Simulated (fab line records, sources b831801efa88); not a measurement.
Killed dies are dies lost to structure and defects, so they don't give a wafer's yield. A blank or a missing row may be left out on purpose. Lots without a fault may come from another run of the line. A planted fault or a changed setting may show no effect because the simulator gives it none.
Problem report in the 8D (eight disciplines) form, filled by code | flow sky130 | the parts of the form that need people (team, actions taken, sign-off) are left out

1. THE PROBLEM
spin_speed_rpm at SKY_CONTACT_COAT_08 reads a mean of 2671.3 rpm on 6 wafers of 2 lots; wafers without a fault read 3000.0 rpm with a standard deviation of 2.2. That is -99 or more standard deviations from the usual mean.
The step: resist thk 60 nm.
First seen on wafer L754.2, day 35 14:22, on litho_track-03. The record holds 36 wafers of 12 lots with a number at this step. Rule for "out", or "out of limits": more than 4 standard deviations from the usual mean. The other wafers with a number count as sound.

2. WHAT IT IS AND WHAT IT IS NOT
question                    | is                     | is not
which readings at this step | spin_speed_rpm         | -
which lots                  | L754, L755             | L740, L741, L742, L744, L746, L748, L752, L753, L757, L762
which wafers of those lots  | all that have a number | -
read on which tools         | litho_track-03         | litho_track-02, litho_track-04
when                        | from day 35 14:22      | up to then (24 sound wafers); but 6 sound wafers of L757, L762 came after

3. SUSPECTS, AND WHAT RULES EACH OUT
Counting: a tool at a process step up to the reading stays a suspect if it ran every lot that is out and no sound lot after the first of them.
- cmp-02 at SKY_LI_CONTACT_CMP_24 (polishes, stops on PSG, t overpolish 20 s, target thk 0 nm): ruled out as a lasting fault. Sound lots L757, L762 ran on it after its first lot that is out, L754 (day 33 20:25).
- litho_track-03 at SKY_CONTACT_COAT_08 (resist thk 60 nm): kept. It ran every lot that is out, first L754 (day 35 14:22), and no sound lot after that; its last sound lot up to then is L748 (day 34 02:17). Its own readings are out on those wafers: spin_speed_rpm.
Left after counting: litho_track-03 at SKY_CONTACT_COAT_08.

4. THE CAUSE (what the simulator had put in)
Process parameter drift: litho_track-03, from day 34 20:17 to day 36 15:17, at SKY_CONTACT_COAT_08. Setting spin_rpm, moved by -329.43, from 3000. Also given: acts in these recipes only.
Counting left only this tool.

5. THE CHAIN OF EFFECTS, in route order
Each row: a reading whose mean over the struck wafers that have a number lies more than 3 standard deviations from the usual. Only readings for which the record gives a usual standard deviation are gone through. hours: the time from each lot's start at the first step in this table that gives one to its start at this step, as a median over the lots. sigmas: the change in usual standard deviations.
hours | step                | reading        | usual      | on struck wafers | change | sigmas
0     | SKY_CONTACT_COAT_08 | spin_speed_rpm | 3000.0 rpm | 2671.3           | -328.7 | -99 or more
14    | SKY_CONTACT_ETCH_16 | oes_product_au | 0.855 a.u. | 0.886            | +0.031 | +6.8
The process steps in it:
- SKY_CONTACT_COAT_08: resist thk 60 nm.
- SKY_CONTACT_ETCH_16: etches BARC in N2/H2, stops on SiO2, time 45.9 s, target depth 60 nm.
Later measuring or inspecting steps at which every struck wafer that the step has a row for has a number for every such reading, and none has moved that far: SKY_CONTACT_OVL_MEAS_15.

6. WHAT WOULD HAVE CAUGHT IT SOONER
In this record the first reading out of limits was taken at day 35 14:22, 18 hours after the fault began at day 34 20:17.
